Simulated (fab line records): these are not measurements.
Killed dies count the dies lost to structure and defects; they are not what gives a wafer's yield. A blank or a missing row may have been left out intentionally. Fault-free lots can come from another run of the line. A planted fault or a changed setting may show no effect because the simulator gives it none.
Which of the tools did it? | flow sky130 | 10 lots with 30 wafers sampled at 7 steps, on a route of 708 steps

== WHAT EACH GAUGE READ, for each wafer ==
SKY_VIA2_RS_MEAS_22: a four-point-probe measurement.
lot  | measured     | on           | VIA2_W_RS (ohm/sq)
L839 | day 35 23:55 | filmMetro-03 | 0.269 0.266 0.265
L840 | day 36 12:55 | filmMetro-03 | 0.266 0.266 0.266
L842 | day 38 06:43 | filmMetro-03 | 0.281 0.278 0.277
L845 | day 38 12:04 | filmMetro-01 | 0.268 0.265 0.270
L847 | day 39 16:28 | filmMetro-02 | 0.267 0.271 0.268
L853 | day 40 17:05 | filmMetro-02 | 0.265 0.294 0.270
L854 | day 40 21:36 | filmMetro-02 | 0.268 0.292 0.267
L856 | day 41 12:48 | filmMetro-01 | 0.275 0.271 0.276
L857 | day 41 22:05 | filmMetro-02 | 0.278 0.278 0.278
L859 | day 42 14:45 | filmMetro-03 | 0.273 0.277 0.273

SKY_VIA2_THK_MEAS_23: measures by xrf.
lot  | measured     | on           | VIA2_W_THK (nm)
L839 | day 36 00:02 | filmMetro-03 | 422 428 429
L840 | day 36 13:01 | filmMetro-03 | 429 431 429
L842 | day 38 06:48 | filmMetro-03 | 409 416 418
L845 | day 38 12:11 | filmMetro-01 | 439 443 435
L847 | day 39 16:35 | filmMetro-02 | 426 421 423
L853 | day 40 17:11 | filmMetro-02 | 423 383 419
L854 | day 40 21:43 | filmMetro-02 | 416 388 419
L856 | day 41 12:55 | filmMetro-01 | 418 421 416
L857 | day 41 22:11 | filmMetro-02 | 413 412 409
L859 | day 42 14:52 | filmMetro-03 | 428 420 428

SKY_CAPM_RS_MEAS_03: a four-point-probe measurement.
lot  | measured     | on           | CAPM_TIN_RS (ohm/sq)
L839 | day 36 00:45 | filmMetro-04 | 6.85 6.85 6.83
L840 | day 36 13:44 | filmMetro-01 | 6.75 6.82 6.79
L842 | day 38 07:32 | filmMetro-04 | 6.89 6.88 6.89
L845 | day 38 12:53 | filmMetro-04 | 6.95 6.99 6.95
L847 | day 39 17:17 | filmMetro-01 | 6.87 6.84 6.85
L853 | day 40 17:55 | filmMetro-01 | 6.74 6.86 6.81
L854 | day 40 22:26 | filmMetro-03 | 6.95 6.95 6.91
L856 | day 41 15:16 | filmMetro-01 | 6.87 6.92 6.91
L857 | day 41 22:54 | filmMetro-01 | 7.00 6.99 7.03
L859 | day 42 15:35 | filmMetro-04 | 6.93 6.83 6.86

== EACH LOT AND THE TOOL THAT RAN IT (in order: tool; ch and the chambers of the sampled wafers; start) ==
lot  | SKY_METAL2_STRIP_20                 | SKY_VIA2_CVD_21              | SKY_VIA2_CMP_24               | SKY_METAL3_SPUTTER_03
L839 | plasmaAsher-03 ch 0,1, day 34 18:28 | cvdW-01 ch 0,1, day 35 23:47 | cmp-01 ch 0,1,3, day 36 00:15 | pvdSputter-04, day 36 00:29
L840 | plasmaAsher-01 ch 0,1, day 35 07:16 | cvdW-01 ch 0,1, day 36 12:47 | cmp-02 ch 0,2, day 36 13:04   | pvdSputter-01, day 36 13:26
L842 | plasmaAsher-01 ch 0,1, day 37 00:50 | cvdW-02 ch 0,1, day 38 06:34 | cmp-01 ch 0,2,3, day 38 06:56 | pvdSputter-01, day 38 07:13
L845 | plasmaAsher-02 ch 0,1, day 37 07:01 | cvdW-01 ch 0,1, day 38 11:56 | cmp-02 ch 0,2,3, day 38 12:14 | pvdSputter-03, day 38 12:38
L847 | plasmaAsher-01 ch 0,1, day 38 13:31 | cvdW-01 ch 0,1, day 39 16:20 | cmp-02 ch 0,3, day 39 16:38   | pvdSputter-01, day 39 17:02
L853 | plasmaAsher-03 ch 0,1, day 39 15:01 | cvdW-01 ch 0,1, day 40 16:56 | cmp-02 ch 2,3, day 40 17:14   | pvdSputter-01, day 40 17:38
L854 | plasmaAsher-02 ch 0, day 39 20:16   | cvdW-01 ch 0,1, day 40 21:28 | cmp-02 ch 0,2,3, day 40 21:47 | pvdSputter-04, day 40 22:10
L856 | plasmaAsher-02 ch 1, day 40 10:16   | cvdW-02 ch 0,1, day 41 12:39 | cmp-01 ch 0,1,3, day 41 14:38 | pvdSputter-04, day 41 14:56
L857 | plasmaAsher-01 ch 0,1, day 40 20:07 | cvdW-02 ch 0,1, day 41 21:56 | cmp-01 ch 2,3, day 41 22:17   | pvdSputter-03, day 41 22:37
L859 | plasmaAsher-02 ch 0,1, day 41 11:58 | cvdW-02 ch 0,1, day 42 14:37 | cmp-02 ch 1,2,3, day 42 15:02 | pvdSputter-03, day 42 15:19
- SKY_METAL2_STRIP_20: strips in O2/N2.
- SKY_VIA2_CVD_21: deposits W, target thk 420 nm, time 126.4 s.
- SKY_VIA2_CMP_24: polishes, stops on SiO2, t overpolish 20 s, target thk 0 nm.
- SKY_METAL3_SPUTTER_03: material Ti, target thk 5 nm, time 3.3 s.

== WHAT THE TOOLS THEMSELVES READ (means of the sampled wafers that have a number; where no wafer has one, the mark that the record gives instead) ==
SKY_METAL2_STRIP_20.
lot  | tool           | drypumpMotorCurrentA (A) | oesProductAu (a.u.) | stripTimeToEndpointS (s)
L839 | plasmaAsher-03 | 5.9                      | 0.338               | 2.69
L840 | plasmaAsher-01 | 5.6                      | 0.341               | 2.71
L842 | plasmaAsher-01 | 5.5                      | 0.339               | 2.69
L845 | plasmaAsher-02 | 6.1                      | 0.344               | 2.72
L847 | plasmaAsher-01 | 5.5                      | 0.346               | 2.75
L853 | plasmaAsher-03 | 6.0                      | 0.342               | 2.69
L854 | plasmaAsher-02 | 5.2                      | 0.342               | 2.73
L856 | plasmaAsher-02 | 6.5                      | 0.341               | 2.72
L857 | plasmaAsher-01 | 5.5                      | 0.341               | 2.75
L859 | plasmaAsher-02 | 6.1                      | 0.343               | 2.73

SKY_VIA2_CVD_21.
lot  | tool    | chamberPressureTorr (Torr) | heaterPowerW (W)
L839 | cvdW-01 | 40.01                      | 783
L840 | cvdW-01 | 40.04                      | 783
L842 | cvdW-02 | 40.00                      | 783
L845 | cvdW-01 | 39.96                      | 785
L847 | cvdW-01 | 40.01                      | 723
L853 | cvdW-01 | 37.78                      | 713
L854 | cvdW-01 | 37.74                      | 721
L856 | cvdW-02 | 40.02                      | 785
L857 | cvdW-02 | 40.06                      | 815
L859 | cvdW-02 | 39.97                      | 794

SKY_VIA2_CMP_24.
lot  | tool   | motorCurrentA (A) | slurryFlowMlMin | timeToEndpointS (s)
L839 | cmp-01 | 11.7              | 149.9           | 107
L840 | cmp-02 | 11.3              | 150.3           | 106
L842 | cmp-01 | 10.8              | 150.2           | 99
L845 | cmp-02 | 11.1              | 150.0           | 103
L847 | cmp-02 | 10.4              | 149.6           | 103
L853 | cmp-02 | 11.5              | 150.2           | 98
L854 | cmp-02 | 10.8              | 150.4           | 100
L856 | cmp-01 | 11.9              | 150.0           | 99
L857 | cmp-01 | 9.9               | 149.9           | 93
L859 | cmp-02 | 11.5              | 149.5           | 98

SKY_METAL3_SPUTTER_03.
lot  | tool          | throttleValvePct (%)
L839 | pvdSputter-04 | 29.2
L840 | pvdSputter-01 | 30.4
L842 | pvdSputter-01 | 29.3
L845 | pvdSputter-03 | 30.9
L847 | pvdSputter-01 | 30.1
L853 | pvdSputter-01 | 29.0
L854 | pvdSputter-04 | 30.5
L856 | pvdSputter-04 | 29.9
L857 | pvdSputter-03 | 30.4
L859 | pvdSputter-03 | 30.8

== THE ANSWER, worked out from the rows above alone ==
Rule: the lots themselves supply what counts as usual. The widest of any qualifying gaps counts: lots, ordered by their means at a reading, are off when they make up no more than a third of the lots, leave a main group of 4 or more, and stand apart from it by 3 or more times the standard deviation of that group's means. The tables above print the reading to a certain number of digits; a main group whose means all agree to those digits is not used. A lot without any number at a reading at which 4 lots or more have one is off too. The other lots that the step has rows for count as sound. Order of review: gauges by route order, followed by the tools' own readings, for which a lot's mean as printed above is used. At the first step where some lot is off, the reading lying furthest off is the one used; lots without a number count as furthest.
Off: L853, L854, at SKY_VIA2_CVD_21 (chamberPressureTorr). For the main group the mean is 40.01 Torr and the standard deviation 0.031.
A tool fits if, at that step or a process step before it, it ran every lot that is off, and no sound lot after the first of them. One candidate fits, namely cvdW-01 at SKY_VIA2_CVD_21. Its last sound lot is L847 (day 39 16:20), its first lot that is off L853 (day 40 16:56): a fault that began between those two fits.
The tool's own readings at SKY_VIA2_CVD_21 bear it out: on the lots that are off they differ by more than 5 times the standard deviation of the sound lots' means. chamberPressureTorr reads 37.76 Torr there against 40.01 Torr on the sound lots.

== WHAT HAD BEEN PUT IN BY THE SIMULATOR ==
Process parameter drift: cvdW-01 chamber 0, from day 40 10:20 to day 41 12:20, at SKY_VIA2_CVD_21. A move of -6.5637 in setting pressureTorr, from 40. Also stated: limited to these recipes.
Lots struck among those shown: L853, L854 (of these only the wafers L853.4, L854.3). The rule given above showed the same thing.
